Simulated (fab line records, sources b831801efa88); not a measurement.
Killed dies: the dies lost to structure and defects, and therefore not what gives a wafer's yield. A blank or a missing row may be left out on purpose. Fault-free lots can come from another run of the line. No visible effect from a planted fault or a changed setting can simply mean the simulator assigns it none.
fab line records | flow gf180mcu
record: lots: 12 | wafers: 36 | last_day: 34
route steps=602 shown M1@321 V1@361 M2@378
lots with no fault: from the same line, run without faults
start_h: start of the lot's first displayed wafer, in hours after the record's first day | wait_h: how many hours have passed since the lot's step before this one | " repeats the value in the row above | L1.1+2: a row that stands for several wafers | - either no value or no given start | * or withheld: withheld | < > ~ a bound
route shown NAME@n: NAME is a module with steps in the file, n the number in the route of the first one | usual: average and standard deviation across the fault-free wafers | same: alike in all rows | chamber/n: place in a boat | sites: per-site readings | _std_site: the values' standard deviation | _edge_site: outer sites' mean less inner sites' | radius_mm: for every site, how far away it sits from the centre of the wafer | mask NAME#n: copy n | behind: the last tool/chamber to shape the wafer | hold: what put the lot on hold/how long, in hours/how the hold closed | device: the n, p or np transistor that did not switch | end of line: the same wafers' tests at the end of the route | a step given without rows: its recipe and nothing more | killed: at the first sort, the dies lost to defects and structure; wafer yield is something else | map: dies across one wafer; x = killed, . = not, _ = none there
set.NAME: setting as actually run; set.NAME@STEP: the setting as run at that earlier step | model.NAME: the simulator's own value behind a step, which no gauge read
the route's steps for a sample of lots (tables are steps, rows are wafers)
services: when a tool's chamber went out of use (start_h, in hours from the record's first day, below 0 if earlier), for how many hours, and the reason
== steps ==
step: GF_M1_THK_MEAS_06
recipe: thk_meas_gauge: xrf | reads: AlCu_of_M1_SPUTTER_02
usual: M1_ALCU_THK: 443/5.5
lot.wafer | tool          | chamber | start_h | wait_h | M1_ALCU_THK[nm]
L829.1    | film_metro-01 | -       | 363.41  | 0.1    | 439
L829.4    | "             | -       | "       | "      | 438
L829.6    | "             | -       | "       | "      | 441
L830.2    | film_metro-03 | -       | 372.61  | 0.1    | 449
L830.3    | "             | -       | "       | "      | 446
L830.6    | "             | -       | "       | "      | 446
L831.1    | film_metro-01 | -       | 383.35  | 0.1    | 443
L831.2    | "             | -       | "       | "      | 443
L831.4    | "             | -       | "       | "      | 439
L836.2    | film_metro-03 | -       | 429.56  | 0.1    | 436
L836.3    | "             | -       | "       | "      | 436
L836.4    | "             | -       | "       | "      | 442
L841.1    | film_metro-01 | -       | 486.05  | 0.1    | 438
L841.3    | "             | -       | "       | "      | 440
L841.6    | "             | -       | "       | "      | 435
L840.2    | film_metro-01 | -       | 487.21  | 0.1    | 447
L840.5    | "             | -       | "       | "      | 444
L840.6    | "             | -       | "       | "      | 446
L843.1    | film_metro-03 | -       | 505.02  | 0.1    | 453
L843.3    | "             | -       | "       | "      | 446
L843.6    | "             | -       | "       | "      | 448
L845.2    | film_metro-03 | -       | 517.59  | 0.1    | 439
L845.5    | "             | -       | "       | "      | 440
L845.6    | "             | -       | "       | "      | 440
L844.1    | film_metro-01 | -       | 519.21  | 0.1    | 430
L844.2    | "             | -       | "       | "      | 430
L844.6    | "             | -       | "       | "      | 433
L848.1    | film_metro-04 | -       | 531.07  | 0.1    | 451
L848.2    | "             | -       | "       | "      | 453
L848.5    | "             | -       | "       | "      | 450
L847.1    | film_metro-03 | -       | 538.21  | 0.1    | 443
L847.3    | "             | -       | "       | "      | 445
L847.4    | "             | -       | "       | "      | 442
L850.2    | film_metro-03 | -       | 551.63  | 0.1    | 439
L850.4    | "             | -       | "       | "      | 436
L850.6    | "             | -       | "       | "      | 442
step: GF_M1_STRIP_17
recipe: chemistry: O2/N2 | power_w: 1400 | pressure_mtorr: 1500 | platen_temp_c: 250 | o2_flow_sccm: 3000 | n2_flow_sccm: 300 | overash_fraction: 0.5
usual: drypump_motor_current_A: 5.7/0.41 | heater_power_w: 329/29 | n2_flow_sccm: 300.0/0.82 | oes_product_au: 0.538/0.0049 | strip_time_to_endpoint_s: 7.39/0.039
lot.wafer | tool            | chamber | start_h | wait_h | drypump_motor_current_A | heater_power_w | n2_flow_sccm | oes_product_au | rf_hours_counter_h | strip_time_to_endpoint_s
L829.1    | plasma_asher-03 | 0       | 386.36  | 0.1    | 6.6                     | 303            | 301.1        | 0.534          | 56                 | 7.36
L829.4    | "               | 1       | "       | "      | 5.5                     | 293            | 297.9        | 0.539          | -                  | 7.37
L829.6    | "               | 0       | "       | "      | 6.6                     | 310            | 301.2        | 0.536          | -                  | 7.35
L830.2    | plasma_asher-02 | 0       | 395.49  | 0.1    | 5.5                     | 346            | 301.1        | 0.543          | 30                 | 7.35
L830.3    | "               | 0       | "       | "      | 5.5                     | 354            | 300.1        | 0.536          | -                  | 7.37
L830.6    | "               | 1       | "       | "      | 5.7                     | 341            | 298.6        | 0.530          | -                  | 7.36
L831.1    | plasma_asher-01 | 0       | 406.56  | 0.1    | 5.5                     | 314            | 299.2        | 0.533          | 76                 | 7.42
L831.2    | "               | 1       | "       | "      | 5.5                     | 375            | 300.2        | 0.543          | 76                 | 7.42
L831.4    | "               | 0       | "       | "      | 5.5                     | 307            | 299.8        | 0.539          | -                  | 7.41
L836.2    | plasma_asher-02 | 1       | 454.26  | 0.1    | 5.7                     | 339            | 301.3        | 0.542          | 37                 | 7.46
L836.3    | "               | 1       | "       | "      | 5.7                     | 335            | 301.4        | 0.539          | -                  | 7.45
L836.4    | "               | 0       | "       | "      | 5.6                     | 355            | 300.1        | 0.540          | -                  | 7.41
L841.1    | plasma_asher-02 | 0       | 509.59  | 0.1    | 5.6                     | 358            | 300.5        | 0.536          | 42                 | 7.34
L841.3    | "               | 1       | "       | "      | 5.7                     | 332            | 299.6        | 0.534          | -                  | 7.33
L841.6    | "               | 0       | "       | "      | 5.6                     | 347            | 299.1        | 0.535          | -                  | 7.36
L840.2    | plasma_asher-02 | 0       | 510.71  | 0.1    | 5.5                     | 352            | 297.8        | 0.533          | 43                 | 7.36
L840.5    | "               | 1       | "       | "      | 5.7                     | 335            | 299.1        | 0.543          | -                  | 7.38
L840.6    | "               | 0       | "       | "      | 5.5                     | 349            | 299.3        | 0.538          | -                  | 7.38
L843.1    | plasma_asher-01 | 1       | 528.84  | 0.2    | 5.5                     | 374            | 300.2        | 0.532          | 10                 | 7.38
L843.3    | "               | 0       | "       | "      | 5.5                     | 309            | 301.0        | 0.539          | -                  | 7.40
L843.6    | "               | 0       | "       | "      | 5.5                     | 318            | 299.3        | 0.540          | -                  | 7.41
L845.2    | plasma_asher-03 | 1       | 540.31  | 0.1    | 5.5                     | 298            | 300.7        | 0.539          | 72                 | 7.43
L845.5    | "               | 0       | "       | "      | 6.6                     | 308            | 301.3        | 0.543          | -                  | 7.40
L845.6    | "               | 1       | "       | "      | 5.5                     | 287            | 300.3        | 0.541          | -                  | 7.44
L844.1    | plasma_asher-03 | 1       | 542.10  | 0.1    | 5.5                     | 287            | 301.1        | 0.536          | 72                 | 7.34
L844.2    | "               | 0       | "       | "      | 6.6                     | 311            | 301.4        | 0.537          | 72                 | 7.36
L844.6    | "               | 1       | "       | "      | 5.5                     | 289            | 300.8        | 0.531          | -                  | 7.34
L848.1    | plasma_asher-03 | 0       | 554.04  | 0.1    | 6.6                     | 308            | 298.8        | 0.528          | 73                 | 7.40
L848.2    | "               | 1       | "       | "      | 5.5                     | 285            | 301.0        | 0.541          | 73                 | 7.41
L848.5    | "               | 1       | "       | "      | 5.5                     | 289            | 299.0        | 0.538          | -                  | 7.36
L847.1    | plasma_asher-01 | 1       | 561.51  | 0.1    | 5.5                     | 368            | 299.4        | 0.540          | 14                 | 7.41
L847.3    | "               | 1       | "       | "      | 5.5                     | 383            | 299.5        | 0.535          | -                  | 7.39
L847.4    | "               | 0       | "       | "      | 5.5                     | 308            | 300.5        | 0.548          | -                  | 7.38
L850.2    | plasma_asher-01 | 0       | 573.14  | 0.1    | 5.5                     | 309            | 301.0        | 0.525          | 15                 | 7.38
L850.4    | "               | 0       | "       | "      | 5.4                     | 311            | 299.4        | 0.543          | -                  | 7.41
L850.6    | "               | 1       | "       | "      | 5.5                     | 374            | 299.7        | 0.540          | -                  | 7.40
step: GF_V1_CMP_26
recipe: stop_on: SiO2 | down_force_psi: 3.5 | platen_rpm: 60 | t_overpolish_s: 15 | target_thk_nm: 0 | pad_velocity_m_s: 0.94248
usual: motor_current_A: 10.3/1.1 | overpolish_run_s: 15.001/0.0092 | retaining_ring_pressure_frac: 0.999/0.0051 | t_overpolish_s: 15/0 | time_to_endpoint_s: 85.5/3
lot.wafer | tool   | chamber | start_h | wait_h | motor_current_A | overpolish_run_s | retaining_ring_pressure_frac | t_overpolish_s | time_to_endpoint_s
L829.4    | cmp-02 | 1       | 411.84  | 0.1    | 11.9            | 14.997           | 1.003                        | 15             | 90.5
L829.1    | "      | 2       | "       | "      | 8.4             | 14.990           | 0.997                        | 15             | 88.9
L829.6    | "      | 1       | "       | "      | 11.7            | 15.000           | 0.995                        | 15             | 87.1
L830.3    | cmp-02 | 2       | 422.11  | 0.1    | 8.4             | 15.002           | 1.003                        | 15             | 88.5
L830.2    | "      | 3       | "       | "      | 10.8            | 14.986           | 1.001                        | 15             | 90.3
L830.6    | "      | 2       | "       | "      | 8.8             | 15.010           | 1.000                        | 15             | 88.0
L831.2    | cmp-02 | 0       | 434.01  | 0.1    | 10.1            | 14.998           | 0.992                        | 15             | 84.2
L831.1    | "      | 1       | "       | "      | 11.8            | 15.006           | 1.007                        | 15             | 85.6
L831.4    | "      | 2       | "       | "      | 8.4             | 15.005           | 0.996                        | 15             | 87.5
L836.2    | cmp-02 | 2       | 480.22  | 0.1    | 8.7             | 15.015           | 1.003                        | 15             | 87.5
L836.4    | "      | 3       | "       | "      | 10.0            | 14.997           | 0.998                        | 15             | 86.7
L836.3    | "      | 0       | "       | "      | 9.4             | 15.003           | 0.998                        | 15             | 85.5
L841.3    | cmp-02 | 0       | 535.28  | 0.0    | 10.3            | 16.923           | 0.999                        | 16.924         | 85.3
L841.1    | "      | 3       | "       | "      | 10.8            | 16.914           | 0.997                        | 16.924         | 86.5
L841.6    | "      | 1       | "       | "      | 11.5            | 16.933           | 1.002                        | 16.924         | 84.8
L840.2    | cmp-02 | 1       | 536.57  | 0.0    | 12.0            | 16.938           | 1.008                        | 16.924         | 83.8
L840.5    | "      | 1       | "       | "      | 11.7            | 16.930           | 1.004                        | 16.924         | 85.9
L840.6    | "      | 2       | "       | "      | 8.9             | 16.919           | 0.996                        | 16.924         | 83.0
L843.3    | cmp-01 | 3       | 553.72  | 0.0    | 10.1            | 15.013           | 0.995                        | 15             | 83.2
L843.1    | "      | 1       | "       | "      | 12.2            | 15.014           | 1.001                        | 15             | 89.0
L843.6    | "      | 0       | "       | "      | 8.9             | 15.018           | 1.003                        | 15             | 82.9
L845.2    | cmp-01 | 3       | 565.09  | 0.1    | 10.5            | 14.982           | 1.003                        | 15             | 86.2
L845.5    | "      | 2       | "       | "      | 9.5             | 15.015           | 0.996                        | 15             | 88.6
L845.6    | "      | 3       | "       | "      | 10.9            | 15.004           | 0.999                        | 15             | 86.9
L844.2    | cmp-01 | 0       | 566.82  | 0.0    | 9.3             | 14.984           | 0.999                        | 15             | 86.5
L844.1    | "      | 1       | "       | "      | 12.2            | 14.980           | 0.994                        | 15             | 89.0
L844.6    | "      | 1       | "       | "      | 11.7            | 14.994           | 0.997                        | 15             | 92.8
L848.1    | cmp-01 | 0       | 578.10  | 0.1    | 9.5             | 14.996           | 0.999                        | 15             | 81.8
L848.2    | "      | 2       | "       | "      | 10.1            | 15.001           | 0.986                        | 15             | 86.7
L848.5    | "      | 0       | "       | "      | 9.6             | 14.994           | 1.004                        | 15             | 84.3
L847.1    | cmp-01 | 0       | 584.84  | 0.1    | 9.3             | 14.987           | 1.000                        | 15             | 84.5
L847.3    | "      | 1       | "       | "      | 12.5            | 15.004           | 1.006                        | 15             | 85.6
L847.4    | "      | 2       | "       | "      | 9.9             | 15.007           | 1.003                        | 15             | 82.3
L850.2    | cmp-01 | 3       | 597.77  | 0.0    | 10.2            | 15.003           | 1.003                        | 15             | 86.6
L850.4    | "      | 2       | "       | "      | 9.8             | 14.996           | 1.004                        | 15             | 88.1
L850.6    | "      | 3       | "       | "      | 10.7            | 15.001           | 0.997                        | 15             | 84.0
step: GF_M2_METAL_ETCH_16
recipe: chemistry: Cl2/BCl3 | mask_material: KrF | target_depth_nm: 750.8 | stop_on: SiO2 | pressure_mtorr: 8 | icp_w: 800 | bias_w: 140 | Cl2_flow_sccm: 80 | bcl3_flow_sccm: 40 | time_s: 125.1
usual: drypump_motor_current_A: 5.5/0.46 | oes_product_au: 0.989/0.0052 | throttle_valve_pct: 28.231/0.01
lot.wafer | tool         | chamber | start_h | wait_h | drypump_motor_current_A | oes_product_au | rf_hours_counter_h | throttle_valve_pct
L829.1    | rie_metal-02 | 1       | 435.98  | 0.0    | 6.1                     | 0.988          | 3                  | 28.236
L829.4    | "            | 1       | "       | "      | 6.1                     | 0.989          | -                  | 28.211
L829.6    | "            | 0       | "       | "      | 5.1                     | 0.991          | -                  | 28.219
L830.2    | rie_metal-04 | 0       | 447.19  | 0.0    | 6.1                     | 0.989          | 12                 | 28.214
L830.3    | "            | 1       | "       | "      | 5.4                     | 0.995          | -                  | 28.230
L830.6    | "            | 1       | "       | "      | 5.4                     | 0.992          | -                  | 28.226
L831.1    | rie_metal-02 | 1       | 458.69  | 0.0    | 6.1                     | 0.992          | 4                  | 28.222
L831.2    | "            | 0       | "       | "      | 5.2                     | 0.993          | 8                  | 28.222
L831.4    | "            | 1       | "       | "      | 6.1                     | 0.996          | -                  | 28.221
L836.2    | rie_metal-02 | 1       | 503.68  | 0.0    | 6.1                     | 0.991          | 4                  | 28.237
L836.3    | "            | 1       | "       | "      | 6.1                     | 0.995          | -                  | 28.228
L836.4    | "            | 0       | "       | "      | 5.1                     | 0.999          | -                  | 28.240
L841.1    | rie_metal-02 | 0       | 557.88  | 0.0    | 5.1                     | 0.990          | 10                 | 28.227
L841.3    | "            | 1       | "       | "      | 6.1                     | 0.980          | -                  | 28.238
L841.6    | "            | 1       | "       | "      | 6.1                     | 0.987          | -                  | 28.239
L840.2    | rie_metal-02 | 0       | 559.83  | 0.0    | 5.2                     | 0.994          | 10                 | 28.241
L840.5    | "            | 0       | "       | "      | 5.1                     | 0.987          | -                  | 28.230
L840.6    | "            | 1       | "       | "      | 6.1                     | 0.990          | -                  | 28.220
L843.1    | rie_metal-03 | 0       | 576.23  | 0.0    | 5.0                     | 0.976          | 12                 | 28.253
L843.3    | "            | 0       | "       | "      | 5.0                     | 0.983          | -                  | 28.241
L843.6    | "            | 1       | "       | "      | 5.6                     | 0.988          | -                  | 28.214
L845.2    | rie_metal-03 | 0       | 587.32  | 0.1    | 5.0                     | 0.987          | -                  | 28.227
L845.5    | "            | 0       | "       | "      | 5.0                     | 0.992          | -                  | 28.222
L845.6    | "            | 0       | "       | "      | 5.0                     | 0.990          | -                  | 28.227
L844.1    | rie_metal-04 | 1       | 589.17  | 0.0    | 5.5                     | 0.985          | 11                 | 28.225
L844.2    | "            | 0       | "       | "      | 6.1                     | 0.975          | 1                  | 28.241
L844.6    | "            | 0       | "       | "      | 6.1                     | 0.979          | -                  | 28.241
L848.1    | rie_metal-03 | 0       | 600.02  | 0.0    | 5.0                     | 0.990          | 13                 | 28.238
L848.2    | "            | 1       | "       | "      | 5.6                     | 0.996          | 10                 | 28.220
L848.5    | "            | 1       | "       | "      | 5.6                     | 0.988          | -                  | 28.233
L847.1    | rie_metal-02 | 0       | 606.94  | 0.0    | 5.1                     | 0.982          | 12                 | 28.236
L847.3    | "            | 0       | "       | "      | 5.1                     | 0.993          | -                  | 28.236
L847.4    | "            | 1       | "       | "      | 6.1                     | 0.990          | -                  | 28.215
L850.2    | rie_metal-03 | 1       | 619.23  | 0.0    | 5.6                     | 0.988          | 11                 | 28.243
L850.4    | "            | 0       | "       | "      | 5.0                     | 0.994          | -                  | 28.237
L850.6    | "            | 0       | "       | "      | 5.0                     | 0.985          | -                  | 28.236
== services ==
tool            | chamber | start_h | hours | kind
cmp-01          | -       | 364.12  | 0.3   | repair
cmp-02          | -       | 377.38  | 0.5   | repair
cmp-01          | -       | 381.13  | 8.6   | pm
cmp-02          | -       | 394.93  | 13.2  | pm
cmp-01          | -       | 404.00  | 4.0   | pm
cmp-01          | -       | 408.00  | -     | consumable_replace:conditioner
cmp-01          | -       | 408.00  | -     | consumable_replace:pad
plasma_asher-01 | -       | 421.25  | 9.0   | pm
rie_metal-02    | 0       | 459.35  | 5.6   | repair
plasma_asher-01 | -       | 462.04  | 0.6   | repair
cmp-02          | -       | 470.09  | 2.8   | repair
cmp-01          | -       | 508.21  | 10.6  | pm
cmp-02          | -       | 531.26  | 1.4   | repair
rie_metal-02    | -       | 550.36  | 0.3   | repair
rie_metal-02    | -       | 554.54  | 2.8   | pm
cmp-02          | -       | 572.00  | 4.0   | pm
cmp-02          | -       | 576.00  | -     | consumable_replace:conditioner
rie_metal-03    | 1       | 578.96  | 13.2  | repair
cmp-02          | -       | 584.39  | 2.3   | repair
rie_metal-04    | -       | 593.24  | 2.8   | pm
cmp-02          | -       | 593.51  | 3.2   | pm
plasma_asher-02 | -       | 594.16  | 1.3   | repair
cmp-01          | -       | 606.45  | 1.6   | repair
rie_metal-03    | 0       | 611.42  | 5.8   | repair
== key ==
first_sign: step: GF_V1_CMP_26 | reading: t_overpolish_s | direction: up | sigmas: 99+ | usual: 15 | struck: 16.924
effect: step: GF_V1_CMP_26 | reading: overpolish_run_s | direction: up | sigmas: 99+ | usual: 15.001 | struck: 16.926
met_at GF_V1_CMP_26
struck_lots L840,L841
not_acting_at GF_M1_THK_MEAS_06,GF_M1_STRIP_17,GF_M2_METAL_ETCH_16
onset_between 480.22 535.28
fault: kind: process_parameter_drift | tool: cmp-02 | chamber: - | onset_h: 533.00 | steps: GF_V1_CMP_26 | channel: t_overpolish_s | offset: 1.9236 | shape: step | end_h: 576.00 | acts_in: these_recipes_only | stated: 15
